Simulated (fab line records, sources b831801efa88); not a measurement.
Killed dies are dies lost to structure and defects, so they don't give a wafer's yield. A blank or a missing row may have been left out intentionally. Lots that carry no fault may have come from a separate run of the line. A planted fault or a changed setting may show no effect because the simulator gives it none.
Comparing a struck lot with a sound one | flow sky130 | 15 out of 708 route steps
Sound: these wafers, L440.3, L440.5, L440.6. Wafers struck: L434.1, L434.4, L434.6. Last of all comes the cause.
Order at every step that has rows: each side's tool, ch and its chambers, its first start. Under that, the readings that differ: sound wafers | struck wafers | difference of the means | sigmas: that difference in standard deviations of wafers without a fault.
alike: readings whose means differ by less than 2 such deviations, and words and numbers that are the same on both sides. not compared: withheld readings, readings that some wafer has no value for, bounds like >300 that may hide the same value, and numbers for which the record gives no deviation and whose values overlap.
Wherever a step has rows on one side only, a row that says differs or no value, or a row with sigmas, the two part there. Numbers that don't overlap but have no deviation are shown without sigmas and don't part them. A reading that every wafer of one side lacks parts them only if that side has two wafers or more.

first, 5 steps without rows for these wafers: SKY_LDD_N_COAT_02 (resist thk 300 nm); SKY_LDD_N_SOFTBAKE_03 (time 60 s); SKY_LDD_N_EXPOSE_04 (exposes mask NTM, target cd 840 nm); SKY_LDD_N_PEB_05; SKY_LDD_N_DEVELOP_06 (develop time 60 s).
SKY_LDD_N_OVL_MEAS_07:
  sound on overlay-02 at day 24 03:25; struck on overlay-02 at day 22 04:01
  alike: LDD_N_OVL
then, 6 steps without rows for these wafers: SKY_LDD_N_IMPLANT_08; SKY_LDD_N_IMPLANT_09; SKY_LDD_N_IMPLANT_10; SKY_LDD_N_IMPLANT_11; SKY_LDD_N_IMPLANT_12; SKY_LDD_N_IMPLANT_13.
SKY_LDD_N_IMPLANT_14:
  sound on implanter-03 ch 0, day 24 04:23; struck on implanter-01 ch 0, day 22 04:57
  reading                | sound                | struck               | difference | sigmas
  rotation_deg (degrees) | 179.99 180.02 180.04 | 340.36 340.25 340.33 | +160.30    | +99 or more
  alike: end_station_pressure_torr
next, for these wafers, 1 step has no rows: SKY_LDD_N_IMPLANT_15.
-- the record jumps here: 26 days lie between the struck wafers' starts before and after (it left off in module LDD_N and takes up again in module PAD_OPEN, whose first step shown is number 708 of the route) --
SKY_PAD_OPEN_PROBE_99:
  sound on prober-02 at day 49 21:23; struck on prober-01 at day 48 11:42
  reading                                    | sound                | struck               | difference | sigmas
  model.etest.nfet_01v8_lvt.vt_sat_v (V)     | 0.5425 0.5545 0.5488 | 0.6214 0.6204 0.6263 | +0.0741    |
  model.etest.nfet_01v8.vt_sat_v (V)         | 0.6484 0.6615 0.6499 | 0.7055 0.7048 0.7216 | +0.0574    |
  model.etest.sram_nfet_pass.vt_sat_v (V)    | 0.5615 0.578 0.5913  | 0.5914 0.6595 0.6313 | +0.0505    |
  model.etest.nfet_01v8_swapped.vt_sat_v (V) | 0.656 0.6542 0.6589  | 0.5993 0.5998 0.6052 | -0.0549    |
  model.etest.nfet_01v8_lvt.vt_v (V)         | 0.6132 0.619 0.6183  | 0.6357 0.6338 0.6365 | +0.0185    |
  model.etest.nfet_01v8.vt_v (V)             | 0.701 0.707 0.704    | 0.7131 0.7122 0.7223 | +0.0119    |
  alike: killed_at_M0_to_M3, killed_at_M4_up, killed_at_contacts, killed_at_front_end, killed_at_other, killed_dies, killed_on_rim, killed_open, killed_short
  not compared: model.etest.nfet_01v8.off_log10_a_um

WHERE THEY PART
SKY_LDD_N_IMPLANT_14 only, going by this record. Later steps at which nothing parts them and some readings are alike: SKY_PAD_OPEN_PROBE_99.

WHY: whatever the simulator had introduced
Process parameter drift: implanter-01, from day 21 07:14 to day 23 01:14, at SKY_LDD_N_IMPLANT_14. Setting rotation_deg, moved by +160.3, from 180. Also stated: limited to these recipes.
